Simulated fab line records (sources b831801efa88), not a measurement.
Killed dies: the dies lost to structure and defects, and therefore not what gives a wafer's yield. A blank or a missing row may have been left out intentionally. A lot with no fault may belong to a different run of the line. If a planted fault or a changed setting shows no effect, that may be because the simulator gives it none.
The same fault as seen by 2 desks | flow gf180mcu | every desk sees just its own numbers, and what lay behind them comes last

== METROLOGY DESK ==
Lot by lot, what the gauges showed, no matter which tool ran the lot: averages of those sampled wafers that carry a number. Marked OUT: a lot whose mean sits more than 4 standard deviations from the usual mean, which makes it out of limits; the brackets give that distance.
Columns: A = SAB_CVD_00_THK at GF_SAB_THK_MEAS_01, usual 50.0 nm; B = M4_ALCU_RS at GF_M4_RS_MEAS_05, usual 0.0696 ohm/sq
lot  | first seen here | A               | B
L427 | day 14 13:02    | 50.1            | 0.0707
L428 | day 15 00:56    | 49.1            | 0.0696
L430 | day 15 05:02    | 50.2            | 0.0694
L431 | day 15 17:38    | 49.6            | 0.0684
L432 | day 16 02:21    | 49.9            | 0.0705
L434 | day 16 14:30    | 50.5            | 0.0687
L442 | day 19 20:40    | 43.7 (-9.8) OUT | 0.0693
L443 | day 20 01:37    | 42.9 (-11) OUT  | 0.0703
L444 | day 20 07:22    | 49.9            | 0.0690
L445 | day 20 18:22    | 50.3            | 0.0700
L446 | day 21 04:01    | 50.4            | 0.0691
L447 | day 21 10:10    | 50.1            | 0.0700
L449 | day 22 06:17    | 49.9            | 0.0697
This desk finds L442, L443 out of limits, with the earliest case on L442 at day 19 20:40 (SAB_CVD_00_THK at GF_SAB_THK_MEAS_01). In limits: L427, L428, L430, L431, L432, L434, L444, L445, L446, L447, L449.

== FOR THE TOOL OWNER'S DESK: pecvd-01 ==
The tool's own readings at GF_SAB_CVD_00 (deposits SiO2 from TEOS, target thk 50 nm, time 4.9302 s): means of the sampled wafers that have a number, for each lot that ran on this tool. Marked OUT: a lot whose mean sits more than 4 standard deviations from the usual mean, which makes it out of limits; the brackets give that distance.
Columns: A = heaterPowerW at GF_SAB_CVD_00, usual 637 W
lot  | first seen here | A
L427 | day 14 13:00    | 663
L434 | day 16 14:28    | 663
L442 | day 19 20:39    | 612
L443 | day 20 01:36    | 629
Result from this desk: across the 4 lots, nothing is out of limits.

== ALL TOGETHER ==
The metrology desk could have raised an alarm at day 19 20:40, on L442, L443.
The tool owner's desk saw nothing out of limits.
The tool owner's desk has L442, L443 on record, within its limits.
The lots listed all ran GF_SAB_CVD_00 on pecvd-01.

== WHAT THE SIMULATOR PUT IN ==
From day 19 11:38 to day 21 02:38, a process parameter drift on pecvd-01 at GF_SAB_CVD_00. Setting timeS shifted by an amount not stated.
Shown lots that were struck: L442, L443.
Hours from the fault's start to each desk's first reading out of limits: the metrology desk, 9.
